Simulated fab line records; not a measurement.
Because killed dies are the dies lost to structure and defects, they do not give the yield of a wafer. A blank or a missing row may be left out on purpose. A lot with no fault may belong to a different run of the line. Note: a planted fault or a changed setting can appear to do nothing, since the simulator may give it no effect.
A struck lot beside a sound one | flow sky130 | 15 out of 708 route steps
Sound: these wafers, L604.1, L604.3, L604.6. Struck: wafer L607.4 (left out: L607.5, L607.6 of the same lot, which were not struck); the cause appears at the end.
Per side, at each step with rows, come the tool, then ch with its chambers, and then its first start. Under that, the readings that differ: sound wafers | struck wafers | difference of the means | sigmas: that difference in standard deviations of wafers without a fault.
alike: words and numbers the same on both sides, and readings whose means are apart by under 2 such deviations; not compared: readings that were withheld, readings missing a value for some wafer, numbers with overlapping values and no deviation given by the record, and bounds like >300 which may hide the same value.
The two part at a step that has a row with sigmas, a row that says differs or no value, or rows on one side only. Numbers that don't overlap but have no deviation are shown without sigmas and don't part them. A reading that every wafer of one side lacks parts them only if that side has two wafers or more.

SKY_LI_CONTACT_CD_MEAS_12: target cd 170 nm.
  sound on cd_sem-01, day 32 07:56; struck on cd_sem-02, day 33 04:00
  alike: cd_nm
SKY_LI_CONTACT_OVL_MEAS_13:
  sound on overlay-01, day 32 08:04; struck on overlay-02, day 33 04:05
  alike: LI_CONTACT_OVL
SKY_LI_CONTACT_ETCH_14: etches BARC in N2/H2, stops on SiO2, time 45.9 s, target depth 60 nm.
  sound on rie_diel-02 ch 1,3, day 32 08:06; struck on rie_diel-01 ch 2, day 33 04:06
  reading               | sound             | struck | difference | sigmas
  oes_product_au (a.u.) | 0.853 0.865 0.853 | 0.846  | -0.011     | -2
  alike: drypump_motor_current_A, throttle_valve_pct
  not compared: rf_hours_counter_h
SKY_LI_CONTACT_ETCH_15: etches PSG in C4F8/O2/Ar, stops on Si, target depth 600 nm.
  sound on rie_diel-02 ch 1,3, day 32 08:08; struck on rie_diel-01 ch 2, day 33 04:08
  alike: oes_product_au
SKY_LI_CONTACT_STRIP_16: strips in O2/N2.
  sound on plasma_asher-01 ch 0,1, day 32 08:14; struck on plasma_asher-01 ch 1, day 33 04:16
  alike: drypump_motor_current_A, oes_product_au, strip_time_to_endpoint_s
  not compared: rf_hours_counter_h
then, 3 steps without rows for these wafers: SKY_LI_CONTACT_CLEAN_17 (cleans in NMP, time 600 s); SKY_LI_CONTACT_PRE_CLEAN_18 (time 5.6 s); SKY_LI_CONTACT_SPUTTER_19 (material Ti, target thk 20 nm, time 106.37 s).
SKY_LI_CONTACT_SPUTTER_20: material TiN, target thk 20 nm, time 80 s.
  sound on pvd_sputter-01, day 32 08:37; struck on pvd_sputter-01, day 33 04:37
  reading                | sound          | struck | difference | sigmas
  throttle_valve_pct (%) | 29.7 30.9 29.6 | 27.7   | -2.4       | -2
then, 1 step without rows for these wafers: SKY_LI_CONTACT_CVD_21 (deposits W, target thk 400 nm, time 120.56 s).
SKY_LI_CONTACT_RS_MEAS_22: measurement is done with a four-point probe.
  sound on film_metro-04, day 32 08:48; struck on film_metro-04, day 33 04:52
  alike: LI_CONTACT_W_RS
SKY_LI_CONTACT_THK_MEAS_23: measures by xrf.
  sound on film_metro-04, day 32 08:55; struck on film_metro-04, day 33 04:57
  alike: LI_CONTACT_W_THK
SKY_LI_CONTACT_CMP_24: polishes, stops on PSG, t overpolish 20 s, target thk 0 nm.
  sound on cmp-01 ch 0,1,2, day 32 09:19; struck on cmp-01 ch 1, day 33 05:36
  reading              | sound                | struck | difference | sigmas
  overpolish_run_s (s) | 20.003 20.001 19.997 | 9.207  | -10.793    | -99 or more
  t_overpolish_s (s)   | 20 20 20             | 9.2066 | -10.7934   |
  alike: head_pressure_psi, motor_current_A, time_to_endpoint_s
SKY_LOCAL_INTERCONNECT_SPUTTER_00: material TiN, target thk 100 nm, time 83.3 s.
  sound on pvd_sputter-04, day 32 09:34; struck on pvd_sputter-03, day 33 05:48
  alike: throttle_valve_pct
-- the record jumps here: 16 days lie between the struck wafers' starts before and after (it left off in module LOCAL_INTERCONNECT and takes up again in module PAD_OPEN, whose first step shown is number 708 of the route) --
SKY_PAD_OPEN_PROBE_99:
  sound on prober-01, day 48 03:22; struck on prober-01, day 48 19:13
  reading             | sound   | struck | difference | sigmas
  killed_at_front_end | 11 18 7 | 21     | +9         | +2
  alike: killed_at_M0_to_M3, killed_at_M4_up, killed_at_contacts, killed_at_other, killed_dies, killed_open, killed_short

== WHERE THEY PART ==
Last at SKY_PAD_OPEN_PROBE_99 as far as this record goes, first at SKY_LI_CONTACT_ETCH_14.

WHY: the cause the simulator had injected
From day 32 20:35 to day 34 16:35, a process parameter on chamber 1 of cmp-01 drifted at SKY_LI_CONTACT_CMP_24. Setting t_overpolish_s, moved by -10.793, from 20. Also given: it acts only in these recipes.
